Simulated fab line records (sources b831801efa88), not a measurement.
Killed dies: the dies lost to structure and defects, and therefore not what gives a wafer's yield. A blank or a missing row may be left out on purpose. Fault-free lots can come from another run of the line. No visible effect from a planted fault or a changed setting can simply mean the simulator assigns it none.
fab line records :: flow sfq-line
record
  lots=14
  wafers=42
  last-day=80
route steps=325 shown I4@174
lots that met no fault: from a run of the same line without faults
start-h: hours from the record's opening day to when the first of the lot's shown wafers began :: wait-h: hours from the lot's prior step to this one :: " identical to the entry in the row above :: L1.1+2: a single row standing in for several wafers :: - no value present, or no start provided :: * or withheld: withheld :: < > ~ a bound
route shown NAME@n: a module of which the file shows steps, and the number in the route of the first :: usual: average and standard deviation across the fault-free wafers :: same: alike in all rows :: chamber/n: place in a boat :: sites: readings site by site :: _std_site: their standard deviation :: _edge_site: inner sites' mean taken away from outer sites' mean :: radius-mm: for every site, how far away it sits from the centre of the wafer :: mask NAME#n: copy n :: behind: tool/chamber where the wafer was last shaped :: hold: the reason the lot was held/the length of the hold in hours/how it ended :: device: transistor that didn't switch, given as n, p or np :: end of line: the same wafers' tests at the end of the route :: step lacking rows: just its recipe :: killed: the dies lost at the first sort to structure and to defects; this is not the yield of the wafer :: map: a wafer's dies, marking killed ones x, the rest . and places with no die _
set.NAME: setting as actually run; set.NAME@STEP: the setting as run at that earlier step :: model.NAME: the simulator's own value behind a step, which no gauge read
the route's steps for a sample of lots (tables are steps, rows are wafers)
services: from which hour (start-h, from the record's first day; less than 0 if before it) a tool's chamber was out of use, for how many hours, and why
## steps
# step SFQ_TRILAYER_I4_VIA_BARC_OPEN_VIA_ETCH_146
# recipe
  mask-material=PR
  chemistry=O2
  target-depth-nm=125
  target=BARC
  source-w=500
  bias-w=80
  pressure-mtorr=30
  time-s=41.7
# usual
  bias-w=79.98/0.23
  drypump-motor-current-A=5.6/0.38
  oes-product-au=0.685/0.005
lot.wafer: L147.1
tool: rie-diel-03
chamber: 1
start-h: 954.36
wait-h: 0.0
bias-w: 79.74
drypump-motor-current-A: 5.4
oes-product-au: 0.686
rf-hours-counter-h: 13

lot.wafer: L147.3
tool: rie-diel-03
chamber: 2
start-h: 954.36
wait-h: 0.0
bias-w: 80.01
drypump-motor-current-A: 5.8
oes-product-au: 0.681
rf-hours-counter-h: 22

lot.wafer: L147.4
tool: rie-diel-03
chamber: 3
start-h: 954.36
wait-h: 0.0
bias-w: 79.70
drypump-motor-current-A: 5.9
oes-product-au: 0.683
rf-hours-counter-h: 17

lot.wafer: L148.1
tool: rie-diel-03
chamber: 3
start-h: 966.36
wait-h: 0.0
bias-w: 80.18
drypump-motor-current-A: 5.8
oes-product-au: 0.680
rf-hours-counter-h: 18

lot.wafer: L148.5
tool: rie-diel-03
chamber: 3
start-h: 966.36
wait-h: 0.0
bias-w: 80.32
drypump-motor-current-A: 5.8
oes-product-au: 0.678
rf-hours-counter-h: -

lot.wafer: L148.6
tool: rie-diel-03
chamber: 0
start-h: 966.36
wait-h: 0.0
bias-w: 79.73
drypump-motor-current-A: 4.8
oes-product-au: 0.680
rf-hours-counter-h: -

lot.wafer: L149.2
tool: rie-diel-03
chamber: 1
start-h: 981.53
wait-h: 0.0
bias-w: 80.15
drypump-motor-current-A: 5.4
oes-product-au: 0.689
rf-hours-counter-h: 14

lot.wafer: L149.3
tool: rie-diel-03
chamber: 0
start-h: 981.53
wait-h: 0.0
bias-w: 80.24
drypump-motor-current-A: 4.8
oes-product-au: 0.682
rf-hours-counter-h: 12

lot.wafer: L149.4
tool: rie-diel-03
chamber: 3
start-h: 981.53
wait-h: 0.0
bias-w: 79.53
drypump-motor-current-A: 5.9
oes-product-au: 0.684
rf-hours-counter-h: 18

lot.wafer: L150.1
tool: rie-diel-02
chamber: 0
start-h: 998.33
wait-h: 0.0
bias-w: 79.91
drypump-motor-current-A: 6.0
oes-product-au: 0.685
rf-hours-counter-h: 22

lot.wafer: L150.2
tool: rie-diel-02
chamber: 2
start-h: 998.33
wait-h: 0.0
bias-w: 79.92
drypump-motor-current-A: 5.8
oes-product-au: 0.685
rf-hours-counter-h: 8

lot.wafer: L150.5
tool: rie-diel-02
chamber: 0
start-h: 998.33
wait-h: 0.0
bias-w: 79.45
drypump-motor-current-A: 6.0
oes-product-au: 0.686
rf-hours-counter-h: -

lot.wafer: L152.3
tool: rie-diel-03
chamber: 1
start-h: 1017.50
wait-h: 0.0
bias-w: 80.25
drypump-motor-current-A: 5.4
oes-product-au: 0.690
rf-hours-counter-h: 14

lot.wafer: L152.4
tool: rie-diel-03
chamber: 0
start-h: 1017.50
wait-h: 0.0
bias-w: 79.91
drypump-motor-current-A: 4.8
oes-product-au: 0.685
rf-hours-counter-h: 13

lot.wafer: L152.6
tool: rie-diel-03
chamber: 2
start-h: 1017.50
wait-h: 0.0
bias-w: 79.70
drypump-motor-current-A: 5.7
oes-product-au: 0.687
rf-hours-counter-h: -

lot.wafer: L153.1
tool: rie-diel-02
chamber: 3
start-h: 1027.10
wait-h: 0.0
bias-w: 80.05
drypump-motor-current-A: 5.8
oes-product-au: 0.689
rf-hours-counter-h: 1

lot.wafer: L153.2
tool: rie-diel-02
chamber: 0
start-h: 1027.10
wait-h: 0.0
bias-w: 79.80
drypump-motor-current-A: 6.1
oes-product-au: 0.686
rf-hours-counter-h: 22

lot.wafer: L153.4
tool: rie-diel-02
chamber: 2
start-h: 1027.10
wait-h: 0.0
bias-w: 79.83
drypump-motor-current-A: 5.8
oes-product-au: 0.680
rf-hours-counter-h: 9

lot.wafer: L155.3
tool: rie-diel-02
chamber: 0
start-h: 1040.30
wait-h: 0.0
bias-w: 75.27
drypump-motor-current-A: 6.1
oes-product-au: 0.688
rf-hours-counter-h: 22

lot.wafer: L155.4
tool: rie-diel-02
chamber: 2
start-h: 1040.30
wait-h: 0.0
bias-w: 75.53
drypump-motor-current-A: 5.8
oes-product-au: 0.690
rf-hours-counter-h: 9

lot.wafer: L155.5
tool: rie-diel-02
chamber: 2
start-h: 1040.30
wait-h: 0.0
bias-w: 75.28
drypump-motor-current-A: 5.9
oes-product-au: 0.678
rf-hours-counter-h: -

lot.wafer: L156.4
tool: rie-diel-02
chamber: 3
start-h: 1047.50
wait-h: 0.0
bias-w: 75.60
drypump-motor-current-A: 5.8
oes-product-au: 0.683
rf-hours-counter-h: 1

lot.wafer: L156.5
tool: rie-diel-02
chamber: 2
start-h: 1047.50
wait-h: 0.0
bias-w: 76.16
drypump-motor-current-A: 5.8
oes-product-au: 0.676
rf-hours-counter-h: -

lot.wafer: L156.6
tool: rie-diel-02
chamber: 3
start-h: 1047.50
wait-h: 0.0
bias-w: 75.42
drypump-motor-current-A: 5.8
oes-product-au: 0.689
rf-hours-counter-h: -

lot.wafer: L163.1
tool: rie-diel-01
chamber: 2
start-h: 1092.06
wait-h: 0.0
bias-w: 79.97
drypump-motor-current-A: 5.8
oes-product-au: 0.684
rf-hours-counter-h: 1

lot.wafer: L163.2
tool: rie-diel-01
chamber: 1
start-h: 1092.06
wait-h: 0.0
bias-w: 79.82
drypump-motor-current-A: 5.8
oes-product-au: 0.682
rf-hours-counter-h: 4

lot.wafer: L163.5
tool: rie-diel-01
chamber: 2
start-h: 1092.06
wait-h: 0.0
bias-w: 79.90
drypump-motor-current-A: 5.8
oes-product-au: 0.685
rf-hours-counter-h: -

lot.wafer: L164.3
tool: rie-diel-03
chamber: 3
start-h: 1104.06
wait-h: 0.0
bias-w: 79.74
drypump-motor-current-A: 5.8
oes-product-au: 0.686
rf-hours-counter-h: 21

lot.wafer: L164.5
tool: rie-diel-03
chamber: 0
start-h: 1104.06
wait-h: 0.0
bias-w: 80.11
drypump-motor-current-A: 4.8
oes-product-au: 0.689
rf-hours-counter-h: -

lot.wafer: L164.6
tool: rie-diel-03
chamber: 3
start-h: 1104.06
wait-h: 0.0
bias-w: 79.58
drypump-motor-current-A: 5.9
oes-product-au: 0.687
rf-hours-counter-h: -

lot.wafer: L166.2
tool: rie-diel-02
chamber: 2
start-h: 1139.36
wait-h: 0.0
bias-w: 79.84
drypump-motor-current-A: 5.8
oes-product-au: 0.684
rf-hours-counter-h: 10

lot.wafer: L166.3
tool: rie-diel-02
chamber: 3
start-h: 1139.36
wait-h: 0.0
bias-w: 79.81
drypump-motor-current-A: 5.8
oes-product-au: 0.684
rf-hours-counter-h: 3

lot.wafer: L166.5
tool: rie-diel-02
chamber: 3
start-h: 1139.36
wait-h: 0.0
bias-w: 79.92
drypump-motor-current-A: 5.8
oes-product-au: 0.678
rf-hours-counter-h: -

lot.wafer: L168.1
tool: rie-diel-02
chamber: 0
start-h: 1152.56
wait-h: 0.0
bias-w: 79.61
drypump-motor-current-A: 6.1
oes-product-au: 0.679
rf-hours-counter-h: 24

lot.wafer: L168.2
tool: rie-diel-02
chamber: 1
start-h: 1152.56
wait-h: 0.0
bias-w: 79.83
drypump-motor-current-A: 5.4
oes-product-au: 0.687
rf-hours-counter-h: 18

lot.wafer: L168.6
tool: rie-diel-02
chamber: 0
start-h: 1152.56
wait-h: 0.0
bias-w: 79.59
drypump-motor-current-A: 6.0
oes-product-au: 0.690
rf-hours-counter-h: -

lot.wafer: L169.2
tool: rie-diel-01
chamber: 1
start-h: 1156.16
wait-h: 0.0
bias-w: 80.68
drypump-motor-current-A: 5.8
oes-product-au: 0.692
rf-hours-counter-h: 5

lot.wafer: L169.4
tool: rie-diel-01
chamber: 0
start-h: 1156.16
wait-h: 0.0
bias-w: 80.31
drypump-motor-current-A: 5.6
oes-product-au: 0.688
rf-hours-counter-h: -

lot.wafer: L169.6
tool: rie-diel-01
chamber: 1
start-h: 1156.16
wait-h: 0.0
bias-w: 80.39
drypump-motor-current-A: 5.8
oes-product-au: 0.681
rf-hours-counter-h: -

lot.wafer: L170.1
tool: rie-diel-03
chamber: 2
start-h: 1162.16
wait-h: 0.0
bias-w: 79.90
drypump-motor-current-A: 5.7
oes-product-au: 0.675
rf-hours-counter-h: 2

lot.wafer: L170.3
tool: rie-diel-03
chamber: 0
start-h: 1162.16
wait-h: 0.0
bias-w: 79.88
drypump-motor-current-A: 4.8
oes-product-au: 0.687
rf-hours-counter-h: 15

lot.wafer: L170.5
tool: rie-diel-03
chamber: 3
start-h: 1162.16
wait-h: 0.0
bias-w: 80.12
drypump-motor-current-A: 5.8
oes-product-au: 0.678
rf-hours-counter-h: -
## services
tool: rie-diel-02
chamber: 2
start-h: 961.93
hours: 11.3
kind: repair

tool: rie-diel-02
chamber: 1
start-h: 969.71
hours: 8.2
kind: repair

tool: rie-diel-02
chamber: 3
start-h: 978.22
hours: -
kind: clean

tool: rie-diel-02
chamber: 3
start-h: 978.22
hours: 17.5
kind: scheduled-down

tool: rie-diel-02
chamber: 3
start-h: 978.22
hours: 17.5
kind: vent-cycle

tool: rie-diel-01
chamber: 2
start-h: 1013.32
hours: -
kind: clean

tool: rie-diel-01
chamber: 2
start-h: 1013.32
hours: 17.9
kind: scheduled-down

tool: rie-diel-01
chamber: 2
start-h: 1013.32
hours: 17.9
kind: vent-cycle

tool: rie-diel-03
chamber: 2
start-h: 1021.28
hours: -
kind: clean

tool: rie-diel-03
chamber: 2
start-h: 1021.28
hours: -
kind: consumable-replace:showerhead

tool: rie-diel-03
chamber: 2
start-h: 1021.28
hours: 13.1
kind: scheduled-down

tool: rie-diel-03
chamber: 2
start-h: 1021.28
hours: 13.1
kind: vent-cycle

tool: rie-diel-01
chamber: 0
start-h: 1037.79
hours: -
kind: clean

tool: rie-diel-01
chamber: 0
start-h: 1037.79
hours: -
kind: consumable-replace:showerhead

tool: rie-diel-01
chamber: 0
start-h: 1037.79
hours: 14.7
kind: scheduled-down

tool: rie-diel-01
chamber: 0
start-h: 1037.79
hours: 14.7
kind: vent-cycle

tool: rie-diel-01
chamber: 1
start-h: 1117.66
hours: 4.9
kind: repair

tool: rie-diel-03
chamber: 2
start-h: 1129.22
hours: 7.7
kind: repair

tool: rie-diel-01
chamber: 3
start-h: 1137.44
hours: -
kind: clean

tool: rie-diel-01
chamber: 3
start-h: 1137.44
hours: 21.8
kind: scheduled-down

tool: rie-diel-01
chamber: 3
start-h: 1137.44
hours: 21.8
kind: vent-cycle

tool: rie-diel-03
chamber: -
start-h: 1150.78
hours: 1.5
kind: repair

tool: rie-diel-03
chamber: 1
start-h: 1154.17
hours: 44.1
kind: repair
## key
first-sign
  step=SFQ_TRILAYER_I4_VIA_BARC_OPEN_VIA_ETCH_146
  reading=bias-w
  direction=down
  sigmas=20
  usual=79.98
  struck=75.54
effect none on later readings
met-at SFQ_TRILAYER_I4_VIA_BARC_OPEN_VIA_ETCH_146
struck-lots L155,L156
onset-between 1027.10 1040.30
fault
  kind=process-parameter-drift
  tool=rie-diel-02
  chamber=-
  onset-h=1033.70
  steps=SFQ_TRILAYER_I4_VIA_BARC_OPEN_VIA_ETCH_146
  channel=bias-w
  offset=-4.4415
  shape=step
  end-h=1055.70
  acts-in=these-recipes-only
  stated=80
